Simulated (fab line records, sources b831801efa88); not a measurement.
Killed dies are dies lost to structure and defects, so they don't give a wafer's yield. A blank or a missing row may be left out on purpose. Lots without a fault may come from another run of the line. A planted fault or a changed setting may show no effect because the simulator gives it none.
Chamber matching | flow gf180mcu | GF_V1_CMP_04 on cmp-02: 4 sister chambers
The step polishes SiO2. 14 wafers are shown with their chamber, then 7 later ones without.

WAFERS WITH THEIR CHAMBER
wafer  | chamber | motor_current_A (A) | time_to_endpoint_s (s) | slurry_filter_dp_kPa (kPa)
L375.1 | 0       | 11.3                | 74                     | 13.97
L375.3 | 2       | 10.8                | 76                     | 13.42
L375.5 | 1       | 11.7                | 80                     | 13.59
L382.3 | 3       | 11.1                | 80                     | 13.34
L382.5 | 1       | 11.6                | 81                     | 13.42
L382.6 | 2       | 11.1                | 84                     | 13.80
L383.1 | 2       | 10.9                | 78                     | 13.48
L383.3 | 1       | 11.4                | 70                     | 13.46
L383.4 | 0       | 11.5                | 75                     | 13.65
L385.1 | 1       | 11.5                | 67                     | 13.65
L385.3 | 3       | 10.4                | 81                     | 13.55
L385.6 | 2       | 11.0                | 82                     | 13.38
L392.2 | 3       | 10.6                | 85                     | 13.52
L392.4 | 2       | 10.6                | 80                     | 13.55

SIGNATURES (means of the wafers above)
reading              | chamber 0 | chamber 1 | chamber 2 | chamber 3 | scatter within a chamber
motor_current_A      | 11.400    | 11.550    | 10.880    | 10.700    | 0.219
time_to_endpoint_s   | 74.50     | 74.50     | 80.00     | 82.00     | 4.51
slurry_filter_dp_kPa | 13.8100   | 13.5300   | 13.5260   | 13.4700   | 0.149
Rule: a wafer's distance from a chamber is the root of the sum, over the readings, of the square of ((its reading less the chamber's mean) divided by the reading's scatter). The wafer belongs to the nearest chamber; if the next one is less than 2 further off, it can't be placed. The scatter: the root of (the sum of the squares of (reading less its chamber's mean) over the shown wafers, divided by (wafers less chambers)).

WAFERS WITHOUT THEIR CHAMBER
wafer  | motor_current_A (A) | time_to_endpoint_s (s) | slurry_filter_dp_kPa (kPa)
L392.6 | 11.1                | 89                     | 13.66
L394.1 | 11.1                | 70                     | 13.36
L394.4 | 11.3                | 78                     | 13.36
L394.5 | 11.8                | 76                     | 13.68
L395.2 | 12.1                | 67                     | 13.15
L395.3 | 10.6                | 81                     | 13.47
L395.6 | 10.8                | 75                     | 13.47

WHICH CHAMBER EACH WENT THROUGH
wafer  | from the rows above               | in truth
L392.6 | can't be placed: 2 or 3 or 0 or 1 | 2
L394.1 | can't be placed: 1 or 2 or 3 or 0 | 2
L394.4 | can't be placed: 1 or 2 or 3 or 0 | 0
L394.5 | can't be placed: 1 or 0           | 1
L395.2 | can't be placed: 1 or 0           | 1
L395.3 | can't be placed: 3 or 2           | 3
L395.6 | can't be placed: 2 or 3           | 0
Placed correctly: 0 of 7. Can't be placed from these rows: 7 (the true chamber is among the candidates in 6). Placed wrongly: 0.
